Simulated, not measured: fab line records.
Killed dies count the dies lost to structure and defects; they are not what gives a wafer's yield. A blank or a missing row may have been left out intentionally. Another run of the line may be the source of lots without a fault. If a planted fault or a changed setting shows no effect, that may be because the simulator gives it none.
Which tool is to blame? || flow sfq_line || 41 wafers from 14 lots sampled at 4 of the route's 325 steps

## WHAT THE GAUGES SHOWED, per wafer
Not one reading of a measure or inspect step in the record can be checked against a usual standard deviation.

## WHAT TOOL EACH LOT RAN ON (gives the tool, then ch and the chambers of the sampled wafers, and finally the start)
{"lot": "L493", "SFQ_TRILAYER_JJ_TRILAYER_DEP_SPUTTER_112": "pvd_sputter-06, day 45 19:00", "SFQ_TRILAYER_M5_ETCH_METAL_ETCH_126": "rie_metal-02 ch 0,1, day 46 02:35", "SFQ_TRILAYER_A5B_METRO_MEASURE_131": "film_metro-03, day 46 20:14", "SFQ_TRILAYER_R5_STRIP_STRIP_140": "rie_metal-01 ch 0,1, day 53 08:51"}
{"lot": "L494", "SFQ_TRILAYER_JJ_TRILAYER_DEP_SPUTTER_112": "pvd_sputter-03, day 46 16:36", "SFQ_TRILAYER_M5_ETCH_METAL_ETCH_126": "rie_metal-03 ch 0,1, day 47 00:14", "SFQ_TRILAYER_A5B_METRO_MEASURE_131": "film_metro-01, day 47 11:40", "SFQ_TRILAYER_R5_STRIP_STRIP_140": "rie_metal-01 ch 0,1, day 53 21:03"}
{"lot": "L497", "SFQ_TRILAYER_JJ_TRILAYER_DEP_SPUTTER_112": "pvd_sputter-03, day 48 21:24", "SFQ_TRILAYER_M5_ETCH_METAL_ETCH_126": "rie_metal-04 ch 0,1, day 59 14:50", "SFQ_TRILAYER_A5B_METRO_MEASURE_131": "film_metro-03, day 59 19:48", "SFQ_TRILAYER_R5_STRIP_STRIP_140": "rie_metal-02 ch 0,1, day 60 01:40"}
{"lot": "L498", "SFQ_TRILAYER_JJ_TRILAYER_DEP_SPUTTER_112": "pvd_sputter-04, day 49 11:23", "SFQ_TRILAYER_M5_ETCH_METAL_ETCH_126": "rie_metal-04 ch 0,1, day 59 23:18", "SFQ_TRILAYER_A5B_METRO_MEASURE_131": "film_metro-04, day 60 04:06", "SFQ_TRILAYER_R5_STRIP_STRIP_140": "rie_metal-02 ch 0,1, day 60 11:53"}
{"lot": "L499", "SFQ_TRILAYER_JJ_TRILAYER_DEP_SPUTTER_112": "pvd_sputter-04, day 49 23:23", "SFQ_TRILAYER_M5_ETCH_METAL_ETCH_126": "rie_metal-02 ch 0,1, day 60 10:02", "SFQ_TRILAYER_A5B_METRO_MEASURE_131": "film_metro-04, day 60 14:07", "SFQ_TRILAYER_R5_STRIP_STRIP_140": "rie_metal-01 ch 0,1, day 60 17:59"}
{"lot": "L500", "SFQ_TRILAYER_JJ_TRILAYER_DEP_SPUTTER_112": "pvd_sputter-04, day 50 10:11", "SFQ_TRILAYER_M5_ETCH_METAL_ETCH_126": "rie_metal-03 ch 1, day 61 01:33", "SFQ_TRILAYER_A5B_METRO_MEASURE_131": "film_metro-04, day 61 05:37", "SFQ_TRILAYER_R5_STRIP_STRIP_140": "rie_metal-03 ch 0,1, day 61 13:39"}
{"lot": "L501", "SFQ_TRILAYER_JJ_TRILAYER_DEP_SPUTTER_112": "pvd_sputter-06, day 51 23:34", "SFQ_TRILAYER_M5_ETCH_METAL_ETCH_126": "rie_metal-03 ch 0,1, day 62 12:21", "SFQ_TRILAYER_A5B_METRO_MEASURE_131": "film_metro-03, day 62 17:35", "SFQ_TRILAYER_R5_STRIP_STRIP_140": "rie_metal-03 ch 1, day 63 02:51"}
{"lot": "L502", "SFQ_TRILAYER_JJ_TRILAYER_DEP_SPUTTER_112": "pvd_sputter-06, day 53 11:59", "SFQ_TRILAYER_M5_ETCH_METAL_ETCH_126": "rie_metal-02 ch 0,1, day 63 16:32", "SFQ_TRILAYER_A5B_METRO_MEASURE_131": "film_metro-01, day 63 21:08", "SFQ_TRILAYER_R5_STRIP_STRIP_140": "rie_metal-02 ch 0,1, day 64 01:02"}
{"lot": "L505", "SFQ_TRILAYER_JJ_TRILAYER_DEP_SPUTTER_112": "pvd_sputter-03, day 54 09:35", "SFQ_TRILAYER_M5_ETCH_METAL_ETCH_126": "rie_metal-03 ch 1, day 64 11:48", "SFQ_TRILAYER_A5B_METRO_MEASURE_131": "film_metro-03, day 64 16:24", "SFQ_TRILAYER_R5_STRIP_STRIP_140": "rie_metal-01 ch 0,1, day 69 19:27"}
{"lot": "L506", "SFQ_TRILAYER_JJ_TRILAYER_DEP_SPUTTER_112": "pvd_sputter-03, day 54 20:23", "SFQ_TRILAYER_M5_ETCH_METAL_ETCH_126": "rie_metal-03 ch 0,1, day 65 05:52", "SFQ_TRILAYER_A5B_METRO_MEASURE_131": "film_metro-03, day 65 20:26", "SFQ_TRILAYER_R5_STRIP_STRIP_140": "rie_metal-01 ch 0, day 70 13:15"}
{"lot": "L510", "SFQ_TRILAYER_JJ_TRILAYER_DEP_SPUTTER_112": "pvd_sputter-03, day 55 10:47", "SFQ_TRILAYER_M5_ETCH_METAL_ETCH_126": "rie_metal-02 ch 0,1, day 66 04:40", "SFQ_TRILAYER_A5B_METRO_MEASURE_131": "film_metro-04, day 66 20:14", "SFQ_TRILAYER_R5_STRIP_STRIP_140": "rie_metal-02 ch 0,1, day 71 15:27"}
{"lot": "L511", "SFQ_TRILAYER_JJ_TRILAYER_DEP_SPUTTER_112": "pvd_sputter-03, day 55 15:59", "SFQ_TRILAYER_M5_ETCH_METAL_ETCH_126": "rie_metal-02 ch 0,1, day 66 11:52", "SFQ_TRILAYER_A5B_METRO_MEASURE_131": "film_metro-03, day 67 03:05", "SFQ_TRILAYER_R5_STRIP_STRIP_140": "rie_metal-02 ch 0,1, day 72 02:10"}
{"lot": "L514", "SFQ_TRILAYER_JJ_TRILAYER_DEP_SPUTTER_112": "pvd_sputter-06, day 56 02:20", "SFQ_TRILAYER_M5_ETCH_METAL_ETCH_126": "rie_metal-04 ch 0,1, day 67 02:16", "SFQ_TRILAYER_A5B_METRO_MEASURE_131": "film_metro-01, day 67 11:14", "SFQ_TRILAYER_R5_STRIP_STRIP_140": "rie_metal-03 ch 0,1, day 72 10:34"}
{"lot": "L516", "SFQ_TRILAYER_JJ_TRILAYER_DEP_SPUTTER_112": "pvd_sputter-06, day 56 08:18", "SFQ_TRILAYER_M5_ETCH_METAL_ETCH_126": "rie_metal-04 ch 0,1, day 67 13:08", "SFQ_TRILAYER_A5B_METRO_MEASURE_131": "film_metro-01, day 67 17:54", "SFQ_TRILAYER_R5_STRIP_STRIP_140": "rie_metal-03 ch 0,1, day 72 17:58"}
- SFQ_TRILAYER_JJ_TRILAYER_DEP_SPUTTER_112: material Nb, target thk 170 nm, time 113.3 s.
- SFQ_TRILAYER_M5_ETCH_METAL_ETCH_126: etches Nb in Cl2/BCl3, stops on SiO2, time 203.2 s, target depth 265 nm.
- SFQ_TRILAYER_A5B_METRO_MEASURE_131
- SFQ_TRILAYER_R5_STRIP_STRIP_140: strips in O2.

## WHAT THE TOOLS THEMSELVES READ (means of the sampled wafers that have a number; where no wafer has one, the mark that the record gives instead)
SFQ_TRILAYER_JJ_TRILAYER_DEP_SPUTTER_112. Usual: substrate_temp_c 20.01 C, standard deviation 0.095; throttle_valve_pct 29.5 %, standard deviation 1.2.
{"lot": "L493", "tool": "pvd_sputter-06", "substrate_temp_c (C)": 19.86, "throttle_valve_pct (%)": 28.7, "flag": ""}
{"lot": "L494", "tool": "pvd_sputter-03", "substrate_temp_c (C)": 19.92, "throttle_valve_pct (%)": 29.7, "flag": ""}
{"lot": "L497", "tool": "pvd_sputter-03", "substrate_temp_c (C)": 19.94, "throttle_valve_pct (%)": 30.3, "flag": ""}
{"lot": "L498", "tool": "pvd_sputter-04", "substrate_temp_c (C)": 20.14, "throttle_valve_pct (%)": 30.0, "flag": ""}
{"lot": "L499", "tool": "pvd_sputter-04", "substrate_temp_c (C)": 20.04, "throttle_valve_pct (%)": 29.3, "flag": ""}
{"lot": "L500", "tool": "pvd_sputter-04", "substrate_temp_c (C)": 19.92, "throttle_valve_pct (%)": 30.0, "flag": ""}
{"lot": "L501", "tool": "pvd_sputter-06", "substrate_temp_c (C)": 19.95, "throttle_valve_pct (%)": 29.1, "flag": ""}
{"lot": "L502", "tool": "pvd_sputter-06", "substrate_temp_c (C)": 20.00, "throttle_valve_pct (%)": 28.7, "flag": ""}
{"lot": "L505", "tool": "pvd_sputter-03", "substrate_temp_c (C)": 20.02, "throttle_valve_pct (%)": 30.0, "flag": ""}
{"lot": "L506", "tool": "pvd_sputter-03", "substrate_temp_c (C)": 20.07, "throttle_valve_pct (%)": 30.9, "flag": ""}
{"lot": "L510", "tool": "pvd_sputter-03", "substrate_temp_c (C)": 20.11, "throttle_valve_pct (%)": 29.2, "flag": ""}
{"lot": "L511", "tool": "pvd_sputter-03", "substrate_temp_c (C)": 19.86, "throttle_valve_pct (%)": 29.2, "flag": ""}
{"lot": "L514", "tool": "pvd_sputter-06", "substrate_temp_c (C)": 20.04, "throttle_valve_pct (%)": 28.8, "flag": ""}
{"lot": "L516", "tool": "pvd_sputter-06", "substrate_temp_c (C)": 20.07, "throttle_valve_pct (%)": 28.6, "flag": ""}

SFQ_TRILAYER_M5_ETCH_METAL_ETCH_126. Usual: drypump_motor_current_A 5.9 A, standard deviation 0.61; oes_product_au 0.729 a.u., standard deviation 0.0052; rf_fwd_power_W 598.2 W, standard deviation 1.7.
{"lot": "L493", "tool": "rie_metal-02", "drypump_motor_current_A (A)": 5.8, "oes_product_au (a.u.)": 0.736, "rf_fwd_power_W (W)": 598.0, "flag": ""}
{"lot": "L494", "tool": "rie_metal-03", "drypump_motor_current_A (A)": 6.3, "oes_product_au (a.u.)": 0.728, "rf_fwd_power_W (W)": 598.5, "flag": ""}
{"lot": "L497", "tool": "rie_metal-04", "drypump_motor_current_A (A)": 5.1, "oes_product_au (a.u.)": 0.725, "rf_fwd_power_W (W)": 596.3, "flag": ""}
{"lot": "L498", "tool": "rie_metal-04", "drypump_motor_current_A (A)": 5.5, "oes_product_au (a.u.)": 0.730, "rf_fwd_power_W (W)": 597.9, "flag": ""}
{"lot": "L499", "tool": "rie_metal-02", "drypump_motor_current_A (A)": 5.5, "oes_product_au (a.u.)": 0.726, "rf_fwd_power_W (W)": 600.8, "flag": ""}
{"lot": "L500", "tool": "rie_metal-03", "drypump_motor_current_A (A)": 6.1, "oes_product_au (a.u.)": 0.729, "rf_fwd_power_W (W)": 597.8, "flag": ""}
{"lot": "L501", "tool": "rie_metal-03", "drypump_motor_current_A (A)": 6.4, "oes_product_au (a.u.)": 0.732, "rf_fwd_power_W (W)": 598.3, "flag": ""}
{"lot": "L502", "tool": "rie_metal-02", "drypump_motor_current_A (A)": 5.5, "oes_product_au (a.u.)": 0.729, "rf_fwd_power_W (W)": 597.1, "flag": ""}
{"lot": "L505", "tool": "rie_metal-03", "drypump_motor_current_A (A)": 6.1, "oes_product_au (a.u.)": 0.730, "rf_fwd_power_W (W)": 694.7, "flag": "OFF"}
{"lot": "L506", "tool": "rie_metal-03", "drypump_motor_current_A (A)": 6.4, "oes_product_au (a.u.)": 0.730, "rf_fwd_power_W (W)": 629.6, "flag": "OFF"}
{"lot": "L510", "tool": "rie_metal-02", "drypump_motor_current_A (A)": 5.8, "oes_product_au (a.u.)": 0.728, "rf_fwd_power_W (W)": 598.9, "flag": ""}
{"lot": "L511", "tool": "rie_metal-02", "drypump_motor_current_A (A)": 5.5, "oes_product_au (a.u.)": 0.732, "rf_fwd_power_W (W)": 597.4, "flag": ""}
{"lot": "L514", "tool": "rie_metal-04", "drypump_motor_current_A (A)": 5.4, "oes_product_au (a.u.)": 0.735, "rf_fwd_power_W (W)": 599.3, "flag": ""}
{"lot": "L516", "tool": "rie_metal-04", "drypump_motor_current_A (A)": 5.1, "oes_product_au (a.u.)": 0.733, "rf_fwd_power_W (W)": 598.8, "flag": ""}

SFQ_TRILAYER_A5B_METRO_MEASURE_131. Usual: 338 nm for thk_nm, sd 4.2.
{"lot": "L493", "tool": "film_metro-03", "thk_nm (nm)": 335, "flag": ""}
{"lot": "L494", "tool": "film_metro-01", "thk_nm (nm)": 343, "flag": ""}
{"lot": "L497", "tool": "film_metro-03", "thk_nm (nm)": 341, "flag": ""}
{"lot": "L498", "tool": "film_metro-04", "thk_nm (nm)": 338, "flag": ""}
{"lot": "L499", "tool": "film_metro-04", "thk_nm (nm)": 346, "flag": ""}
{"lot": "L500", "tool": "film_metro-04", "thk_nm (nm)": 337, "flag": ""}
{"lot": "L501", "tool": "film_metro-03", "thk_nm (nm)": 338, "flag": ""}
{"lot": "L502", "tool": "film_metro-01", "thk_nm (nm)": 337, "flag": ""}
{"lot": "L505", "tool": "film_metro-03", "thk_nm (nm)": 340, "flag": ""}
{"lot": "L506", "tool": "film_metro-03", "thk_nm (nm)": 341, "flag": ""}
{"lot": "L510", "tool": "film_metro-04", "thk_nm (nm)": 334, "flag": ""}
{"lot": "L511", "tool": "film_metro-03", "thk_nm (nm)": 333, "flag": ""}
{"lot": "L514", "tool": "film_metro-01", "thk_nm (nm)": 336, "flag": ""}
{"lot": "L516", "tool": "film_metro-01", "thk_nm (nm)": 341, "flag": ""}

SFQ_TRILAYER_R5_STRIP_STRIP_140. Usual: drypump_motor_current_A 5.9 A, standard deviation 0.51; oes_product_au 1.000 a.u., standard deviation 0.0073.
{"lot": "L493", "tool": "rie_metal-01", "drypump_motor_current_A (A)": 5.9, "oes_product_au (a.u.)": 1.005, "flag": ""}
{"lot": "L494", "tool": "rie_metal-01", "drypump_motor_current_A (A)": 5.9, "oes_product_au (a.u.)": 1.001, "flag": ""}
{"lot": "L497", "tool": "rie_metal-02", "drypump_motor_current_A (A)": 5.5, "oes_product_au (a.u.)": 0.998, "flag": ""}
{"lot": "L498", "tool": "rie_metal-02", "drypump_motor_current_A (A)": 5.8, "oes_product_au (a.u.)": 1.006, "flag": ""}
{"lot": "L499", "tool": "rie_metal-01", "drypump_motor_current_A (A)": 5.9, "oes_product_au (a.u.)": 1.002, "flag": ""}
{"lot": "L500", "tool": "rie_metal-03", "drypump_motor_current_A (A)": 6.3, "oes_product_au (a.u.)": 1.003, "flag": ""}
{"lot": "L501", "tool": "rie_metal-03", "drypump_motor_current_A (A)": 6.1, "oes_product_au (a.u.)": 0.996, "flag": ""}
{"lot": "L502", "tool": "rie_metal-02", "drypump_motor_current_A (A)": 5.5, "oes_product_au (a.u.)": 0.992, "flag": ""}
{"lot": "L505", "tool": "rie_metal-01", "drypump_motor_current_A (A)": 5.8, "oes_product_au (a.u.)": 1.000, "flag": ""}
{"lot": "L506", "tool": "rie_metal-01", "drypump_motor_current_A (A)": 5.3, "oes_product_au (a.u.)": 1.004, "flag": ""}
{"lot": "L510", "tool": "rie_metal-02", "drypump_motor_current_A (A)": 5.5, "oes_product_au (a.u.)": 0.991, "flag": ""}
{"lot": "L511", "tool": "rie_metal-02", "drypump_motor_current_A (A)": 5.8, "oes_product_au (a.u.)": 0.999, "flag": ""}
{"lot": "L514", "tool": "rie_metal-03", "drypump_motor_current_A (A)": 6.3, "oes_product_au (a.u.)": 0.995, "flag": ""}
{"lot": "L516", "tool": "rie_metal-03", "drypump_motor_current_A (A)": 6.3, "oes_product_au (a.u.)": 1.001, "flag": ""}

## THE ANSWER, worked out from the rows above alone
Rule: take the mean of a lot's wafers that have a number; if it is more than 3 standard deviations from the usual mean, the lot is off. Also off: a lot with no number at a reading for which 4 or more lots have one. Where the step has rows for the other lots, those lots are counted as sound. First the gauges in route order, then the tools' own readings, where a lot's mean is used as printed above. The first step at which some lot is off is used, and at that step the reading that is off furthest; a lot without a number counts as furthest.
Off: L505, L506 (SFQ_TRILAYER_M5_ETCH_METAL_ETCH_126, rf_fwd_power_W).
A tool fits if, at that step or a process step before it, it ran every lot that is off, and no sound lot after the first of them. One fits: SFQ_TRILAYER_M5_ETCH_METAL_ETCH_126 on rie_metal-03. A fault onset in the window from L501 (day 62 12:21, its last sound lot) to L505 (day 64 11:48, its first lot off) fits.
The tool's own readings at SFQ_TRILAYER_M5_ETCH_METAL_ETCH_126 bear it out: on the lots that are off they differ by more than 5 times the standard deviation of the sound lots' means. rf_fwd_power_W reads 662.2 W there against 598.3 W on the sound lots.

## WHAT THE SIMULATOR PUT IN
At SFQ_TRILAYER_M5_ETCH_METAL_ETCH_126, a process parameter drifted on rie_metal-03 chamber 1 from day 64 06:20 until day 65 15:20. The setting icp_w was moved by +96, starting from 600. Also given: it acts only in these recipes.
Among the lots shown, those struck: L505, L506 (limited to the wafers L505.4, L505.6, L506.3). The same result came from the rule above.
